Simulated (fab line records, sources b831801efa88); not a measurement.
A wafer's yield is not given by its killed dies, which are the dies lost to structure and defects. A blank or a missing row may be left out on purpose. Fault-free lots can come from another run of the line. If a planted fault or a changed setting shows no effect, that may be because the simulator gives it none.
What tool caused it? | flow gf180mcu | 39 wafers from 13 lots sampled at 5 of the route's 602 steps

## WHAT THE GAUGES SHOWED, per wafer
GF_VT_IMPLANT_TW_MEAS_10.
lot  | measured     | on            | VT_IMPLANT_TW
L302 | day 6 02:31  | film_metro-04 | 573 571 570
L303 | day 6 03:19  | film_metro-02 | 566 566 568
L305 | day 6 18:28  | film_metro-04 | 575 570 576
L306 | day 6 22:12  | film_metro-04 | 573 571 571
L308 | day 7 11:08  | film_metro-02 | 561 564 563
L309 | day 7 17:02  | film_metro-02 | 560 562 563
L312 | day 8 04:31  | film_metro-04 | 573 571 576
L316 | day 9 04:57  | film_metro-01 | 559 556 558
L320 | day 10 03:56 | film_metro-04 | 574 576 576
L321 | day 10 09:54 | film_metro-04 | 576 574 577
L323 | day 10 23:35 | film_metro-04 | 574 574 571
L324 | day 11 05:54 | film_metro-04 | 573 574 572
L325 | day 11 12:06 | film_metro-04 | 570 571 570

GF_VT_IMPLANT_RS_MEAS_47: a four-point-probe measurement.
lot  | measured     | on            | NWELL_RS (ohm/sq)
L302 | day 8 01:08  | film_metro-01 | 488.0 488.9 489.2
L303 | day 8 03:06  | film_metro-01 | 487.9 487.6 487.6
L305 | day 8 18:23  | film_metro-03 | 490.2 487.9 489.6
L306 | day 8 23:26  | film_metro-03 | 488.1 487.2 488.3
L308 | day 9 12:38  | film_metro-03 | 487.5 487.2 486.1
L309 | day 9 19:20  | film_metro-01 | 488.8 490.3 488.8
L312 | day 10 07:19 | film_metro-01 | 480.0 478.0 478.6
L316 | day 11 08:58 | film_metro-03 | 477.7 479.4 479.5
L320 | day 12 11:38 | film_metro-01 | 486.8 487.1 488.1
L321 | day 12 17:56 | film_metro-03 | 489.7 490.6 490.2
L323 | day 13 08:23 | film_metro-03 | 488.0 486.9 488.0
L324 | day 13 16:08 | film_metro-01 | 485.6 486.3 485.6
L325 | day 13 22:09 | film_metro-02 | 488.4 487.4 487.7

GF_VT_IMPLANT_RS_MEAS_48: a four-point-probe measurement.
lot  | measured     | on            | LVPWELL_RS (ohm/sq)
L302 | day 8 01:16  | film_metro-01 | 1198 1200 1197
L303 | day 8 03:13  | film_metro-01 | 1197 1199 1199
L305 | day 8 18:30  | film_metro-03 | 1199 1198 1196
L306 | day 8 23:33  | film_metro-03 | 1203 1199 1200
L308 | day 9 12:46  | film_metro-03 | 1200 1199 1197
L309 | day 9 19:27  | film_metro-01 | 1195 1195 1198
L312 | day 10 07:26 | film_metro-01 | 1195 1198 1195
L316 | day 11 09:05 | film_metro-03 | 1197 1198 1197
L320 | day 12 11:45 | film_metro-01 | 1196 1193 1195
L321 | day 12 18:03 | film_metro-03 | 1204 1204 1202
L323 | day 13 08:31 | film_metro-03 | 1199 1201 1199
L324 | day 13 16:16 | film_metro-01 | 1202 1198 1202
L325 | day 13 22:16 | film_metro-02 | 1193 1196 1193

## EACH LOT AND THE TOOL THAT RAN IT (in order: tool; ch and the chambers of the sampled wafers; start)
lot  | GF_NWELL_IMPLANT_09            | GF_VT_IMPLANT_STRIP_31
L302 | implanter-01 ch 0, day 3 17:23 | plasma_asher-02 ch 0,1, day 7 08:35
L303 | implanter-01 ch 0, day 3 18:20 | plasma_asher-01 ch 0, day 7 10:21
L305 | implanter-01 ch 0, day 4 07:04 | plasma_asher-01 ch 0,1, day 8 02:10
L306 | implanter-01 ch 0, day 4 10:25 | plasma_asher-04 ch 1, day 8 05:58
L308 | implanter-03 ch 0, day 4 22:02 | plasma_asher-01 ch 0,1, day 8 19:41
L309 | implanter-01 ch 0, day 5 03:16 | plasma_asher-04 ch 0,1, day 9 02:38
L312 | implanter-01 ch 0, day 5 13:39 | plasma_asher-02 ch 0,1, day 9 14:09
L316 | implanter-01 ch 0, day 6 11:47 | plasma_asher-02 ch 0,1, day 10 14:28
L320 | implanter-03 ch 0, day 7 08:51 | plasma_asher-04 ch 0,1, day 11 15:48
L321 | implanter-02 ch 0, day 7 14:12 | plasma_asher-01 ch 0,1, day 11 22:19
L323 | implanter-02 ch 0, day 8 03:11 | plasma_asher-01 ch 0,1, day 12 13:21
L324 | implanter-02 ch 0, day 8 08:17 | plasma_asher-02 ch 0,1, day 12 20:18
L325 | implanter-01 ch 0, day 8 13:02 | plasma_asher-04 ch 0,1, day 13 02:02
- GF_NWELL_IMPLANT_09
- GF_VT_IMPLANT_STRIP_31: strips in O2/N2.

## AS READ BY THE TOOLS THEMSELVES (means over the sampled wafers that have a number; for cases with no such wafer, the mark the record gives instead)
GF_NWELL_IMPLANT_09.
lot  | tool         | tilt_deg (degrees)
L302 | implanter-01 | -0.005
L303 | implanter-01 | -0.007
L305 | implanter-01 | -0.025
L306 | implanter-01 | -0.014
L308 | implanter-03 | 0.023
L309 | implanter-01 | -0.029
L312 | implanter-01 | 3.990
L316 | implanter-01 | 3.968
L320 | implanter-03 | 0.006
L321 | implanter-02 | -0.013
L323 | implanter-02 | -0.005
L324 | implanter-02 | 0.013
L325 | implanter-01 | -0.009

GF_VT_IMPLANT_STRIP_31.
lot  | tool            | drypump_motor_current_A (A) | heater_power_w (W) | oes_product_au (a.u.) | strip_time_to_endpoint_s (s)
L302 | plasma_asher-02 | 5.5                         | 324                | 0.715                 | 12.66
L303 | plasma_asher-01 | 6.4                         | 353                | 0.712                 | 12.66
L305 | plasma_asher-01 | 6.4                         | 365                | 0.716                 | 12.68
L306 | plasma_asher-04 | 5.9                         | 345                | 0.711                 | 12.63
L308 | plasma_asher-01 | 6.4                         | 368                | 0.717                 | 12.66
L309 | plasma_asher-04 | 5.8                         | 351                | 0.719                 | 12.69
L312 | plasma_asher-02 | 5.5                         | 329                | 0.710                 | 12.65
L316 | plasma_asher-02 | 5.5                         | 329                | 0.715                 | 12.72
L320 | plasma_asher-04 | 5.8                         | 344                | 0.711                 | 12.56
L321 | plasma_asher-01 | 6.4                         | 369                | 0.714                 | 12.64
L323 | plasma_asher-01 | 6.4                         | 372                | 0.720                 | 12.70
L324 | plasma_asher-02 | 5.4                         | 324                | 0.721                 | 12.62
L325 | plasma_asher-04 | 5.8                         | 345                | 0.717                 | 12.65

## THE ANSWER, worked out from the rows above alone
Rule: what is usual is taken from the lots themselves. The widest of any qualifying gaps counts: lots, ordered by their means at a reading, are off when they make up no more than a third of the lots, leave a main group of 4 or more, and stand apart from it by 3 or more times the standard deviation of that group's means. A main group is skipped when, at the precision printed for the reading in the tables above, its means are all equal. A lot without any number at a reading at which 4 lots or more have one is off too. All remaining lots with rows at the step are treated as sound. The gauges are gone through in route order, then the tools' own readings, and for those a lot's mean is taken as printed above. At the first step where some lot is off, the reading lying furthest off is the one used; lots without a number count as furthest.
Off: L312, L316, at GF_VT_IMPLANT_RS_MEAS_47 (NWELL_RS). For the main group the mean is 488.0 ohm/sq and the standard deviation 1.2.
If a tool, at a process step before that reading, ran all the lots that are off and no sound lot after the first of them, it fits. Not tried: the gauges at GF_VT_IMPLANT_RS_MEAS_47; whatever is off there is also off at GF_NWELL_IMPLANT_09, on other tools, and gauge error can't account for it. Of those tried, none fits.

## WHAT WAS PUT IN BY THE SIMULATOR
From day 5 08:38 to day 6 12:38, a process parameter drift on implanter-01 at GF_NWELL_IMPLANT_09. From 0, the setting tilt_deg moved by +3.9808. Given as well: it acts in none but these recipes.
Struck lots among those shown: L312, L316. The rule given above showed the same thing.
